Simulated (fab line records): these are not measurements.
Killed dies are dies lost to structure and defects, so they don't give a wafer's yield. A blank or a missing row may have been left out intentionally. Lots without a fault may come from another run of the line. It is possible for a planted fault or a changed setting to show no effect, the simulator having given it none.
Split-lot experiment	flow sfqLine	5 lots, 23 wafers read, on a route of 325 steps

== ON THE SPLIT ==
At SFQ_TRILAYER_M2_LITHO_COAT_062 (resist thk 62 nm), the setting spinRpm was moved away from the recipe's 3000 rpm on 11 of the 23 wafers read, by -7.0% to +4.0%. The other wafers ran this setting at the recipe's value.

The split's own step is where the reading is taken.

== THE READING ==
BARC_of_TRILAYER_M2_LITHO_COAT_062.thkNm (the simulator's own value, which no gauge read), in nm, at SFQ_TRILAYER_M2_LITHO_COAT_062 (resist thk 62 nm). No usual value for it is given in the file. The 12 wafers here that ran the recipe average 62.07 nm, standard deviation 0.18 nm.

wafer	tool, chamber at the split	spinRpm as run, rpm	against the recipe	BARC_of_TRILAYER_M2_LITHO_COAT_062.thkNm, nm	against lot-mates on the recipe
L074.1	lithoTrack-01, 0	2860	-4.7%	63.82	+1.68
L074.2	lithoTrack-01, 0	2860	-4.7%	63.71	+1.57
L074.3	lithoTrack-01, 0	2860	-4.7%	63.76	+1.62
L074.5	lithoTrack-01, 0	3000	recipe	62.16	-
L074.6	lithoTrack-01, 0	3000	recipe	62.13	-
L075.1	lithoTrack-02, 0	2791	-7.0%	64.43	+2.29
L075.2	lithoTrack-02, 0	2791	-7.0%	64.33	+2.19
L075.3	lithoTrack-02, 0	2791	-7.0%	64.42	+2.28
L075.5	lithoTrack-02, 0	3000	recipe	62.02	-
L075.6	lithoTrack-02, 0	3000	recipe	62.26	-
L078.1	lithoTrack-04, 0	2867	-4.4%	63.56	+1.41
L078.2	lithoTrack-04, 0	2867	-4.4%	63.53	+1.38
L078.3	lithoTrack-04, 0	3000	recipe	62.16	-
L078.4	lithoTrack-04, 0	3000	recipe	62.19	-
L078.5	lithoTrack-04, 0	3000	recipe	62.11	-
L079.2	lithoTrack-01, 0	3000	recipe	61.68	-
L079.4	lithoTrack-01, 0	3000	recipe	61.92	-
L079.6	lithoTrack-01, 0	3000	recipe	61.78	-
L082.2	lithoTrack-04, 0	3120	+4.0%	61.12	-1.11
L082.3	lithoTrack-04, 0	3120	+4.0%	61.17	-1.06
L082.4	lithoTrack-04, 0	3120	+4.0%	61.08	-1.15
L082.5	lithoTrack-04, 0	3000	recipe	62.31	-
L082.6	lithoTrack-04, 0	3000	recipe	62.15	-

THE FIT
A straight line over all 23 wafers: BARC_of_TRILAYER_M2_LITHO_COAT_062.thkNm changes by -0.314 nm for each +1% of spinRpm; r = -0.99; the points scatter about the line by 0.18 nm.
The same after taking each lot's own level away (the mean of its wafers on the recipe; 23 wafers): -0.315 nm for each +1%; r = -1.00; scatter 0.095 nm.
On that fit, the largest move of spinRpm shifts the reading by 2.2 nm.
Across the lots, their own levels run from 61.793 to 62.230 nm, a range of 2.4 times the standard deviation given above.
The two slopes agree, so the slope changes little with the lot-to-lot level.
Check: +2.23 nm against its lot-mates is what the line predicts for one of the wafers moved furthest among these (-7.0%) when that wafer is left out of the fit. It came out at +2.29 nm against them.

== FURTHER SPLITS ON THESE WAFERS ==
Before the reading, these wafers also passed through other splits. Each is held against what the fit with the lots' levels taken away leaves over:
other split on the same wafers	wafers away from the commonest value	r with BARC_of_TRILAYER_M2_LITHO_COAT_062.thkNm (lot level and that fit taken away)
SFQ_TRILAYER_M1_DEP_SPUTTER_037 timeS	5	+0.07
SFQ_TRILAYER_M1_LITHO_COAT_044 resistThkNm	8	+0.28
SFQ_TRILAYER_I1_CMP_CMP_046 leaveAboveRefNm	8	-0.31
SFQ_TRILAYER_I1_VIA_ETCH_VIA_ETCH_052 biasW	10	+0.14
SFQ_TRILAYER_M2_DEP_SPUTTER_055 powerW	7	+0.29

== THE FILE'S OWN FIT ==
BARC_of_TRILAYER_M2_LITHO_COAT_062.thkNm changes by -0.319 nm for each +1% of spinRpm, r = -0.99.
